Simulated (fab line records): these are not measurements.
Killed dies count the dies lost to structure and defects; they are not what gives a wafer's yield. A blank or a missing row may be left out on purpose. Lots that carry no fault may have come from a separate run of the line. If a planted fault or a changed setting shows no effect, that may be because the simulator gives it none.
Commonality check across tools | flow sky130 | 11 lots and 33 wafers in the sample

WHY THIS WAS OPENED
2 of 11 lots carry a flag on the reading LDD_N_TW at SKY_LDD_N_TW_MEAS_17. No-fault wafers: 2567, standard deviation 25.
Rule: a lot is flagged when every wafer of it that has a number lies more than 4 standard deviations from that mean, or none has a number. As for the other lots, they are considered sound.

lot  | measured     | on           | LDD_N_TW, wafer by wafer | flag
L531 | day 18 09:39 | filmMetro-02 | 2539 2554 2556           | 
L533 | day 19 08:15 | filmMetro-01 | 2546 2546 2551           | 
L536 | day 20 01:22 | filmMetro-01 | 2547 2556 2540           | 
L537 | day 20 07:51 | filmMetro-03 | 2588 2604 2607           | 
L538 | day 20 19:08 | filmMetro-03 | 2603 2601 2605           | 
L539 | day 20 19:10 | filmMetro-01 | 2555 2547 2544           | 
L546 | day 23 17:01 | filmMetro-03 | 2890 2905 2907           | FLAGGED
L548 | day 24 07:11 | filmMetro-03 | 2909 2888 2891           | FLAGGED
L552 | day 25 10:09 | filmMetro-01 | 2566 2546 2539           | 
L553 | day 25 22:37 | filmMetro-02 | 2553 2533 2546           | 
L554 | day 26 02:49 | filmMetro-03 | 2585 2568 2606           | 
The mean of the flagged lots' numbers is 2898, +331 from the usual (+13 standard deviations).

WHICH TOOL EACH LOT WENT THROUGH
Before the reading, the record contains 3 process steps out of a 708-step route. Every cell lists first the tool, next ch and the chambers used by the sampled wafers, and last the start.
lot  | flag    | SKY_NWELL_STRIP_25                  | SKY_LDD_N_IMPLANT_10            | SKY_LDD_N_STRIP_16
L531 |         | plasmaAsher-04 ch 0,1, day 5 15:07  | implanter-04 ch 0, day 18 08:39 | plasmaAsher-03 ch 0,1, day 18 09:33
L533 |         | plasmaAsher-01 ch 0,1, day 6 08:31  | implanter-04 ch 0, day 19 07:15 | plasmaAsher-01 ch 0,1, day 19 08:09
L536 |         | plasmaAsher-03 ch 0,1, day 6 21:13  | implanter-04 ch 0, day 20 00:22 | plasmaAsher-03 ch 0,1, day 20 01:16
L537 |         | plasmaAsher-03 ch 0,1, day 6 23:31  | implanter-03 ch 0, day 20 06:51 | plasmaAsher-02 ch 0,1, day 20 07:45
L538 |         | plasmaAsher-01 ch 0,1, day 7 05:09  | implanter-02 ch 0, day 20 18:10 | plasmaAsher-03 ch 0,1, day 20 19:03
L539 |         | plasmaAsher-03 ch 0,1, day 7 05:46  | implanter-03 ch 0, day 20 18:10 | plasmaAsher-02 ch 0,1, day 20 19:04
L546 | FLAGGED | plasmaAsher-01 ch 0,1, day 9 05:46  | implanter-04 ch 0, day 23 16:01 | plasmaAsher-03 ch 0,1, day 23 16:55
L548 | FLAGGED | plasmaAsher-01 ch 0,1, day 9 20:56  | implanter-04 ch 0, day 24 06:13 | plasmaAsher-02 ch 0,1, day 24 07:06
L552 |         | plasmaAsher-03 ch 0,1, day 10 15:03 | implanter-02 ch 0, day 25 09:09 | plasmaAsher-03 ch 0,1, day 25 10:03
L553 |         | plasmaAsher-03 ch 0,1, day 10 21:37 | implanter-03 ch 0, day 25 21:38 | plasmaAsher-03 ch 0,1, day 25 22:30
L554 |         | plasmaAsher-03 ch 0,1, day 11 01:57 | implanter-03 ch 0, day 26 01:51 | plasmaAsher-02 ch 0,1, day 26 02:44
What the steps here do:
- SKY_NWELL_STRIP_25: strips in O2/N2.
- SKY_LDD_N_IMPLANT_10
- SKY_LDD_N_STRIP_16: strips in O2/N2.
- SKY_LDD_N_TW_MEAS_17

FLAGGED OVER TOTAL, TOOL BY TOOL (the gauges that took the reading come last)
step                 | tool           | lots run | flagged | share of the flagged lots | sound lots run after its first flagged lot
SKY_NWELL_STRIP_25   | plasmaAsher-01 | 4        | 2       | all                       | 0
SKY_NWELL_STRIP_25   | plasmaAsher-03 | 6        | 0       | none                      | -
SKY_NWELL_STRIP_25   | plasmaAsher-04 | 1        | 0       | none                      | -
SKY_LDD_N_IMPLANT_10 | implanter-02   | 2        | 0       | none                      | -
SKY_LDD_N_IMPLANT_10 | implanter-03   | 4        | 0       | none                      | -
SKY_LDD_N_IMPLANT_10 | implanter-04   | 5        | 2       | all                       | 0
SKY_LDD_N_STRIP_16   | plasmaAsher-01 | 1        | 0       | none                      | -
SKY_LDD_N_STRIP_16   | plasmaAsher-02 | 4        | 1       | some                      | 1 (L554)
SKY_LDD_N_STRIP_16   | plasmaAsher-03 | 6        | 1       | some                      | 2 (L552,L553)
SKY_LDD_N_TW_MEAS_17 | filmMetro-01   | 4        | 0       | none                      | -
SKY_LDD_N_TW_MEAS_17 | filmMetro-02   | 2        | 0       | none                      | -
SKY_LDD_N_TW_MEAS_17 | filmMetro-03   | 5        | 2       | all                       | 1 (L554)

WHAT THE TABLE PERMITS
Every flagged lot was run by 3 rows of the table: plasmaAsher-01 at SKY_NWELL_STRIP_25, implanter-04 at SKY_LDD_N_IMPLANT_10 and filmMetro-03 at SKY_LDD_N_TW_MEAS_17.
- plasmaAsher-01 at SKY_NWELL_STRIP_25 ran 4 lots, 2 of them flagged. Last sound lot L538 at day 7 05:09, first flagged lot L546 at day 9 05:46; a fault beginning in between fits.
- implanter-04 at SKY_LDD_N_IMPLANT_10 ran 5 lots, 2 of them flagged. Last sound lot L536 at day 20 00:22, first flagged lot L546 at day 23 16:01; a fault beginning in between fits. Its own readings (beamOnS, doseIonsCm2, faradayCurrentUA) fall more than 4 standard deviations out on all wafers of the flagged lots.
- filmMetro-03 at SKY_LDD_N_TW_MEAS_17 ran 5 lots, 2 of them flagged. After the first flagged lot (L554), sound lots still ran on it; a lasting fault on the whole tool would not permit that.
A lot count leaves these 2 tools indistinguishable: every one of them fits a fault beginning at some hour. More lots, or a look at what each step does to the wafer, might.

WHAT THE SIMULATOR HAD INSERTED
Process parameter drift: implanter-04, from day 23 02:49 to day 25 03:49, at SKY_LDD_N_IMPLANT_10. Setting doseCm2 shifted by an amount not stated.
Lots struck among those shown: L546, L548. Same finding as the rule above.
